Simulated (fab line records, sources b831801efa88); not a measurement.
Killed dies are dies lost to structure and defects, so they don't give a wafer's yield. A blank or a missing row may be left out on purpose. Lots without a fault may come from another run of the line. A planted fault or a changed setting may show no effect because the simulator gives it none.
fab line records | flow gf180mcu
record lots=10 wafers=30 last_day=34
route steps=602 shown V4@477 MIM@508
lots that met no fault: from a run of the same line without faults
start_h: hours from the record's first day to the start of the lot's first wafer shown | wait_h: hours since the lot's step before | " the same as in the row above | L1.1+2: a row that stands for several wafers | - no value, or no start given | * or withheld: withheld | < > ~ a bound
route shown NAME@n: a module of which the file shows steps, and the number in the route of the first | usual: mean/standard deviation of fault-free wafers | same: alike in all rows | chamber/n: place in a boat | sites: the reading at each site | _std_site: their standard deviation | _edge_site: outer sites' mean less inner sites' | radius_mm: how far each site lies from the wafer's centre | mask NAME#n: copy n | behind: the tool/chamber that last shaped the wafer | hold: why the lot was held/for how many hours/how that ended | device: the transistor (n, p or np) that didn't switch | end of line: the same wafers' tests at the end of the route | a step without rows: its recipe alone | killed: dies lost to structure and defects at the first sort, not the wafer's yield | map: a wafer's dies, x killed, . not, _ none there
set.NAME: the setting as run; set.NAME@STEP: as run at that earlier step | model.NAME: the simulator's own value behind a step, which no gauge read
steps of the route over a sample of lots; a table a step, a row a wafer
services: from which hour (start_h, from the record's first day; less than 0 if before it) a tool's chamber was out of use, for how many hours, and why
## steps
# step GF_V4_THK_MEAS_01
# recipe reads=SiO2_of_V4_CVD_00
# usual V4_CVD_00_THK=604/6.9
# columns lot.wafer tool chamber start_h wait_h V4_CVD_00_THK[nm]
L470.2 film_metro-02 - 568.95 0.0 605
L470.4 " - " " 602
L470.6 " - " " 604
L474.3 film_metro-03 - 590.29 0.1 609
L474.5 " - " " 611
L474.6 " - " " 597
L475.2 film_metro-03 - 602.62 0.0 607
L475.3 " - " " 600
L475.6 " - " " 604
L476.3 film_metro-02 - 610.41 0.1 590
L476.4 " - " " 609
L476.6 " - " " 592
L477.3 film_metro-03 - 617.54 0.1 613
L477.4 " - " " 604
L477.5 " - " " 593
L478.2 film_metro-02 - 629.02 0.0 604
L478.5 " - " " 596
L478.6 " - " " 595
L480.1 film_metro-02 - 636.77 0.0 605
L480.2 " - " " 598
L480.5 " - " " 610
L486.1 film_metro-02 - 680.44 0.1 611
L486.2 " - " " 604
L486.3 " - " " 607
L488.2 film_metro-02 - 688.95 0.1 594
L488.3 " - " " 594
L488.4 " - " " 594
L491.1 film_metro-04 - 717.87 0.0 602
L491.2 " - " " 605
L491.3 " - " " 597
# step GF_V4_ETCH_16
# recipe chemistry=N2/H2 target_depth_a=withheld overetch_a=withheld time_s=withheld target=BARC ion_energy_ev=200 source_w=500 bias_w=100 pressure_mtorr=30 n2_flow_sccm=100 h2_flow_sccm=200
# usual drypump_motor_current_A=6.0/0.5 oes_product_au=0.855/0.0042 throttle_valve_pct=13.225/0.0093
# columns lot.wafer tool chamber start_h wait_h drypump_motor_current_A oes_product_au throttle_valve_pct
L470.2 rie_diel-04 0 591.12 0.0 6.0 0.847 13.235
L470.4 " 2 " " 6.8 0.857 13.222
L470.6 " 2 " " 6.7 0.856 13.221
L474.3 rie_diel-04 0 611.86 0.0 6.0 0.854 13.221
L474.5 " 2 " " 6.7 0.855 13.243
L474.6 " 1 " " 6.0 0.856 13.202
L475.2 rie_diel-03 2 623.41 0.0 5.6 0.852 13.231
L475.3 " 3 " " 5.1 0.856 13.238
L475.6 " 0 " " 6.5 0.856 13.239
L476.3 rie_diel-03 3 632.05 0.0 5.1 0.857 13.242
L476.4 " 0 " " 6.5 0.859 13.220
L476.6 " 2 " " 5.6 0.858 13.221
L477.3 rie_diel-03 2 638.81 0.0 5.6 0.855 13.204
L477.4 " 0 " " 6.5 0.857 13.228
L477.5 " 3 " " 5.1 0.852 13.237
L478.2 rie_diel-04 1 650.02 0.0 6.0 0.848 13.222
L478.5 " 3 " " 6.1 0.857 13.232
L478.6 " 0 " " 6.0 0.859 13.232
L480.1 rie_diel-01 0 658.11 0.0 6.2 0.854 13.211
L480.2 " 3 " " 5.6 0.848 13.224
L480.5 " 0 " " 6.3 0.854 13.221
L486.1 rie_diel-01 2 700.27 0.0 6.0 0.852 13.218
L486.2 " 1 " " 6.8 0.849 13.228
L486.3 " 0 " " 6.2 0.852 13.210
L488.2 rie_diel-04 1 708.77 0.0 6.0 0.852 13.230
L488.3 " 3 " " 6.1 0.853 13.225
L488.4 " 2 " " 6.7 0.855 13.227
L491.1 rie_diel-01 0 736.06 0.0 6.3 0.851 13.235
L491.2 " 1 " " 6.8 0.860 13.215
L491.3 " 3 " " 5.5 0.856 13.219
# step GF_MIM_CVD_05
# recipe material=Si3N4 target_thk_nm=42 temp_max_c=400 temp_c=385 time_s=29.086 rf_w=450
# usual heater_power_w=688/80
# columns lot.wafer tool chamber start_h wait_h heater_power_w
L470.2 pecvd-02 2 592.70 0.0 583
L470.4 " 2 " " 588
L470.6 " 1 " " 828
L474.3 pecvd-02 0 613.46 0.0 758
L474.5 " 1 " " 806
L474.6 " 0 " " 802
L475.2 pecvd-02 0 624.99 0.0 718
L475.3 " 1 " " 753
L475.6 " 2 " " 582
L476.3 pecvd-02 2 633.72 0.0 704
L476.4 " 0 " " 669
L476.6 " 2 " " 700
L477.3 pecvd-01 2 640.47 0.0 696
L477.4 " 0 " " 619
L477.5 " 1 " " 664
L478.2 pecvd-01 2 651.60 0.0 775
L478.5 " 1 " " 643
L478.6 " 2 " " 787
L480.1 pecvd-01 0 659.68 0.0 636
L480.2 " 1 " " 622
L480.5 " 1 " " 617
L486.1 pecvd-02 1 701.87 0.0 797
L486.2 " 0 " " 666
L486.3 " 2 " " 697
L488.2 pecvd-01 2 710.69 0.0 766
L488.3 " 0 " " 612
L488.4 " 2 " " 763
L491.1 pecvd-01 1 737.66 0.0 659
L491.2 " 0 " " 607
L491.3 " 2 " " 746
# step GF_MIM_SPUTTER_08
# recipe material=AlCu target_thk_nm=200 power_w=10600 time_s=10.6 chamber_pressure_pa=0.4
# usual cathode_dc_power_W=10600/2 throttle_valve_pct=30.3/1
# columns lot.wafer tool chamber start_h wait_h cathode_dc_power_W throttle_valve_pct
L470.2 pvd_sputter-01 - 592.83 0.0 10603 30.6
L470.4 " - " " 10600 29.5
L470.6 " - " " 10601 29.7
L474.3 pvd_sputter-02 - 613.59 0.0 10600 30.6
L474.5 " - " " 10602 27.4
L474.6 " - " " 10601 30.8
L475.2 pvd_sputter-04 - 625.13 0.0 10602 30.1
L475.3 " - " " 10603 30.8
L475.6 " - " " 10604 32.1
L476.3 pvd_sputter-01 - 633.85 0.0 10601 30.7
L476.4 " - " " 10599 30.7
L476.6 " - " " 10599 30.3
L477.3 pvd_sputter-01 - 640.60 0.0 10599 30.7
L477.4 " - " " 10596 30.5
L477.5 " - " " 10600 30.6
L478.2 pvd_sputter-04 - 651.73 0.0 10602 31.2
L478.5 " - " " 10602 32.3
L478.6 " - " " 10603 29.7
L480.1 pvd_sputter-04 - 659.82 0.0 10599 30.9
L480.2 " - " " 10601 32.5
L480.5 " - " " 10596 31.9
L486.1 pvd_sputter-01 - 702.01 0.0 10599 29.9
L486.2 " - " " 10597 29.9
L486.3 " - " " 10600 30.7
L488.2 pvd_sputter-04 - 710.82 0.0 10599 31.1
L488.3 " - " " 10600 32.0
L488.4 " - " " 10602 31.0
L491.1 pvd_sputter-02 - 737.92 0.0 10601 30.8
L491.2 " - " " 10597 31.0
L491.3 " - " " 10596 31.1
# step GF_MIM_RS_MEAS_10
# recipe thk_meas_gauge=four-point-probe reads=TiN_of_MIM_SPUTTER_09+AlCu_of_MIM_SPUTTER_08+TiN_of_MIM_SPUTTER_07
# usual MIM_ALCU_RS=0.1600/0.0022
# columns lot.wafer tool chamber start_h wait_h MIM_ALCU_RS[ohm/sq]
L470.2 film_metro-04 - 592.91 0.0 0.1620
L470.4 " - " " 0.1629
L470.6 " - " " 0.1588
L474.3 film_metro-02 - 613.69 0.1 0.1594
L474.5 " - " " 0.1568
L474.6 " - " " 0.1605
L475.2 film_metro-02 - 625.21 0.0 0.1580
L475.3 " - " " 0.1605
L475.6 " - " " 0.1599
L476.3 film_metro-04 - 633.95 0.1 0.1595
L476.4 " - " " 0.1600
L476.6 " - " " 0.1591
L477.3 film_metro-04 - 640.71 0.1 0.1599
L477.4 " - " " 0.1615
L477.5 " - " " 0.1619
L478.2 film_metro-04 - 651.81 0.0 0.1613
L478.5 " - " " 0.1616
L478.6 " - " " 0.1592
L480.1 film_metro-01 - 659.88 0.0 0.1557
L480.2 " - " " 0.1573
L480.5 " - " " 0.1580
L486.1 film_metro-04 - 702.07 0.0 0.2690
L486.2 " - " " 0.1599
L486.3 " - " " 0.1643
L488.2 film_metro-02 - 710.90 0.0 0.1605
L488.3 " - " " 0.1617
L488.4 " - " " 0.1590
L491.1 film_metro-01 - 737.97 0.0 0.1561
L491.2 " - " " 0.1605
L491.3 " - " " 0.1609
# step GF_MIM_THK_MEAS_11
# recipe thk_meas_gauge=xrf reads=AlCu_of_MIM_SPUTTER_08
# usual MIM_ALCU_THK=198.4/3
# columns lot.wafer tool chamber start_h wait_h MIM_ALCU_THK[nm]
L470.2 film_metro-04 - 593.02 0.1 194.4
L470.4 " - " " 193.3
L470.6 " - " " 198.1
L474.3 film_metro-02 - 613.79 0.1 198.2
L474.5 " - " " 201.2
L474.6 " - " " 196.6
L475.2 film_metro-02 - 625.32 0.1 200.8
L475.3 " - " " 197.5
L475.6 " - " " 197.7
L476.3 film_metro-04 - 634.05 0.1 200.0
L476.4 " - " " 196.9
L476.6 " - " " 199.5
L477.3 film_metro-04 - 640.81 0.1 200.2
L477.4 " - " " 196.4
L477.5 " - " " 197.5
L478.2 film_metro-04 - 651.92 0.1 196.7
L478.5 " - " " 195.8
L478.6 " - " " 199.2
L480.1 film_metro-01 - 660.00 0.1 202.8
L480.2 " - " " 201.1
L480.5 " - " " 200.6
L486.1 film_metro-04 - 702.19 0.1 120.2
L486.2 " - " " 197.4
L486.3 " - " " 193.5
L488.2 film_metro-02 - 711.01 0.1 197.4
L488.3 " - " " 196.4
L488.4 " - " " 199.9
L491.1 film_metro-01 - 738.09 0.1 204.0
L491.2 " - " " 198.4
L491.3 " - " " 199.9
# step GF_MIM_METAL_ETCH_19
# recipe chemistry=Cl2/BCl3 mask_material=NOVOLAK stop_on=Si3N4 target_depth_nm=324.5 pressure_mtorr=8 icp_w=800 bias_w=140 Cl2_flow_sccm=80 bcl3_flow_sccm=40 time_s=54.1
# usual drypump_motor_current_A=5.6/0.36 oes_product_au=0.942/0.0072 throttle_valve_pct=28.284/0.011
# columns lot.wafer tool chamber start_h wait_h drypump_motor_current_A oes_product_au rf_hours_counter_h throttle_valve_pct
L470.2 rie_metal-03 1 613.90 0.1 5.8 0.938 4 28.307
L470.4 " 0 " " 4.8 0.940 - 28.304
L470.6 " 0 " " 4.8 0.946 - 28.257
L474.3 rie_metal-04 1 634.04 0.1 5.6 0.937 - 28.294
L474.5 " 0 " " 5.7 0.947 - 28.281
L474.6 " 1 " " 5.6 0.941 - 28.277
L475.2 rie_metal-03 1 645.75 0.1 5.8 0.944 5 28.259
L475.3 " 1 " " 5.8 0.942 - 28.292
L475.6 " 0 " " 4.8 0.943 - 28.276
L476.3 rie_metal-01 1 653.92 0.1 5.7 0.941 - 28.290
L476.4 " 0 " " 5.9 0.932 - 28.290
L476.6 " 1 " " 5.7 0.933 - 28.283
L477.3 rie_metal-04 1 660.68 0.1 5.5 0.941 - 28.287
L477.4 " 0 " " 5.7 0.943 - 28.309
L477.5 " 1 " " 5.6 0.937 - 28.291
L478.2 rie_metal-03 0 670.95 0.1 4.8 0.939 4 28.307
L478.5 " 1 " " 5.7 0.940 - 28.269
L478.6 " 0 " " 4.8 0.950 - 28.273
L480.1 rie_metal-01 1 679.35 0.1 5.7 0.950 8 28.260
L480.2 " 0 " " 6.0 0.944 11 28.285
L480.5 " 1 " " 5.7 0.951 - 28.270
L486.1 rie_metal-04 0 720.02 0.1 5.7 0.790 12 28.425
L486.2 " 1 " " 5.5 0.946 3 28.278
L486.3 " 0 " " 5.7 0.931 - 28.296
L488.2 rie_metal-03 1 728.35 0.1 5.8 0.941 8 28.278
L488.3 " 0 " " 4.8 0.942 - 28.291
L488.4 " 1 " " 5.7 0.947 - 28.266
L491.1 rie_metal-01 0 753.82 0.1 6.0 0.951 14 28.278
L491.2 " 1 " " 5.7 0.942 12 28.282
L491.3 " 0 " " 5.9 0.941 - 28.280
## services
# columns tool chamber start_h hours kind
rie_diel-01 - 571.05 1.1 repair
pvd_sputter-01 - 571.10 2.4 repair
rie_metal-03 - 580.17 14.6 pm
pecvd-01 - 591.12 14.0 pm
pecvd-01 0 591.12 14.0 vent_cycle
pecvd-01 1 591.12 14.0 vent_cycle
rie_diel-03 0 598.03 3.8 repair
pvd_sputter-04 - 598.99 1.2 repair
rie_metal-03 0 604.24 1.1 repair
rie_diel-01 - 608.41 1.5 repair
pecvd-01 - 621.03 3.1 repair
rie_diel-04 3 626.16 5.5 repair
rie_diel-01 1 643.16 6.4 repair
rie_diel-04 2 653.38 2.7 repair
rie_diel-03 3 673.18 17.5 repair
rie_diel-01 3 679.13 2.0 repair
rie_diel-03 2 681.28 5.8 repair
pvd_sputter-02 - 687.25 5.4 repair
rie_metal-04 1 693.76 24.8 repair
rie_diel-04 2 694.03 11.1 repair
rie_diel-03 - 694.94 0.7 repair
rie_metal-04 1 727.35 9.2 repair
rie_metal-04 - 727.63 14.6 pm
pvd_sputter-01 - 737.19 4.5 repair
## key
first_sign step=GF_MIM_RS_MEAS_10 reading=MIM_ALCU_RS direction=up sigmas=49 usual=0.1600 struck=0.2690
effect step=GF_MIM_THK_MEAS_11 reading=MIM_ALCU_THK direction=down sigmas=26 usual=198.4 struck=120.2
effect step=GF_MIM_METAL_ETCH_19 reading=oes_product_au direction=down sigmas=21 usual=0.942 struck=0.790
met_at GF_MIM_SPUTTER_08
struck_lots L486
struck_wafers L486.1
not_acting_at GF_V4_THK_MEAS_01,GF_V4_ETCH_16,GF_MIM_CVD_05
onset_between 592.83 702.01
fault kind=process_parameter_drift tool=pvd_sputter-01 chamber=- onset_h=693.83 steps=GF_MIM_SPUTTER_08 channel=target_thk_nm offset=-76.861 shape=step end_h=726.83 acts_in=these_recipes_only stated=200 scope=struck_wafers_only
